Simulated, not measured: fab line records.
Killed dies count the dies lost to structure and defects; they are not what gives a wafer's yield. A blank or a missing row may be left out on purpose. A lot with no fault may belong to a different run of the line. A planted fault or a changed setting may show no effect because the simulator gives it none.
Check of tool commonality / flow sky130 / Sample size 12 lots and 36 wafers

WHY IT WAS OPENED
At SKY_FIELD_ISO_THK_MEAS_02 the reading FIELD_ISO_OXIDATION_00_THK is flagged on 2 of 12 lots. Wafers without a fault read 12.2 nm, standard deviation 0.31.
Rule: flag the lot when none of its wafers has a number, or when each of its wafers that has one lies beyond 4 standard deviations from that mean. The other lots count as sound.

lot=L703; measured=day 1 18:49; on=film_metro-01; FIELD_ISO_OXIDATION_00_THK (nm), wafer by wafer=11.8 12.0 11.8; flag=
lot=L704; measured=day 1 22:59; on=film_metro-01; FIELD_ISO_OXIDATION_00_THK (nm), wafer by wafer=11.8 12.0 11.9; flag=
lot=L705; measured=day 2 03:22; on=film_metro-04; FIELD_ISO_OXIDATION_00_THK (nm), wafer by wafer=11.8 12.0 12.0; flag=
lot=L706; measured=day 2 09:32; on=film_metro-02; FIELD_ISO_OXIDATION_00_THK (nm), wafer by wafer=12.0 12.3 12.0; flag=
lot=L708; measured=day 2 17:38; on=film_metro-02; FIELD_ISO_OXIDATION_00_THK (nm), wafer by wafer=12.2 12.1 12.2; flag=
lot=L709; measured=day 2 23:35; on=film_metro-01; FIELD_ISO_OXIDATION_00_THK (nm), wafer by wafer=12.2 12.2 12.2; flag=
lot=L710; measured=day 3 04:20; on=film_metro-01; FIELD_ISO_OXIDATION_00_THK (nm), wafer by wafer=11.9 12.0 11.7; flag=
lot=L712; measured=day 3 13:38; on=film_metro-02; FIELD_ISO_OXIDATION_00_THK (nm), wafer by wafer=10.3 10.3 10.5; flag=FLAGGED
lot=L714; measured=day 4 00:25; on=film_metro-01; FIELD_ISO_OXIDATION_00_THK (nm), wafer by wafer=10.0 10.0 10.1; flag=FLAGGED
lot=L717; measured=day 4 14:38; on=film_metro-02; FIELD_ISO_OXIDATION_00_THK (nm), wafer by wafer=12.1 12.5 12.4; flag=
lot=L724; measured=day 6 03:34; on=film_metro-04; FIELD_ISO_OXIDATION_00_THK (nm), wafer by wafer=12.3 12.3 12.2; flag=
lot=L725; measured=day 6 07:52; on=film_metro-01; FIELD_ISO_OXIDATION_00_THK (nm), wafer by wafer=12.5 12.5 12.4; flag=
The numbers of the flagged lots are 10.2 nm on average: -2.0 nm against the usual, or -6 standard deviations.

WHICH TOOL EACH LOT WENT THROUGH
The record keeps 1 process step preceding the reading, out of 708 steps on the route. Cell contents, in order: the tool; ch with the chambers the sampled wafers went through; the start.
lot=L703; flag=; SKY_FIELD_ISO_OXIDATION_01=furnace-01 ch 0, day 1 17:17
lot=L704; flag=; SKY_FIELD_ISO_OXIDATION_01=furnace-01 ch 0, day 1 21:28
lot=L705; flag=; SKY_FIELD_ISO_OXIDATION_01=furnace-02 ch 0, day 2 01:50
lot=L706; flag=; SKY_FIELD_ISO_OXIDATION_01=furnace-02 ch 0, day 2 08:01
lot=L708; flag=; SKY_FIELD_ISO_OXIDATION_01=furnace-02 ch 0, day 2 16:07
lot=L709; flag=; SKY_FIELD_ISO_OXIDATION_01=furnace-02 ch 0, day 2 22:04
lot=L710; flag=; SKY_FIELD_ISO_OXIDATION_01=furnace-01 ch 0, day 3 02:50
lot=L712; flag=FLAGGED; SKY_FIELD_ISO_OXIDATION_01=furnace-01 ch 0, day 3 12:07
lot=L714; flag=FLAGGED; SKY_FIELD_ISO_OXIDATION_01=furnace-01 ch 0, day 3 22:53
lot=L717; flag=; SKY_FIELD_ISO_OXIDATION_01=furnace-02 ch 0, day 4 13:07
lot=L724; flag=; SKY_FIELD_ISO_OXIDATION_01=furnace-02 ch 0, day 6 02:02
lot=L725; flag=; SKY_FIELD_ISO_OXIDATION_01=furnace-02 ch 0, day 6 06:22
What the steps here do:
- SKY_FIELD_ISO_OXIDATION_01: stabilise 600 s, purge 300 s, target thk 12 nm.
- SKY_FIELD_ISO_THK_MEAS_02

FLAGGED AGAINST TOTAL, ONE TOOL AT A TIME (gauges that did the reading follow at the end)
step=SKY_FIELD_ISO_OXIDATION_01; tool=furnace-01; lots run=5; flagged=2; share of the flagged lots=all; sound lots run after its first flagged lot=0
step=SKY_FIELD_ISO_OXIDATION_01; tool=furnace-02; lots run=7; flagged=0; share of the flagged lots=none; sound lots run after its first flagged lot=-
step=SKY_FIELD_ISO_THK_MEAS_02; tool=film_metro-01; lots run=6; flagged=1; share of the flagged lots=some; sound lots run after its first flagged lot=1 (L725)
step=SKY_FIELD_ISO_THK_MEAS_02; tool=film_metro-02; lots run=4; flagged=1; share of the flagged lots=some; sound lots run after its first flagged lot=1 (L717)
step=SKY_FIELD_ISO_THK_MEAS_02; tool=film_metro-04; lots run=2; flagged=0; share of the flagged lots=none; sound lots run after its first flagged lot=-

WHAT IS ALLOWED BY THE TABLE
All flagged lots share 1 row of the table, namely furnace-01 at SKY_FIELD_ISO_OXIDATION_01.
- furnace-01 at SKY_FIELD_ISO_OXIDATION_01 ran 5 lots, 2 of them flagged. Last sound lot L710 at day 3 02:50, first flagged lot L712 at day 3 12:07; a fault beginning in between fits.
One tool is left: furnace-01 at SKY_FIELD_ISO_OXIDATION_01.

WHAT THE SIMULATOR PUT IN
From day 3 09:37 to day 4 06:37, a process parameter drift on furnace-01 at SKY_FIELD_ISO_OXIDATION_01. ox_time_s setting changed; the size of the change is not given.
Struck lots among those shown: L712, L714. Same finding as the rule above.
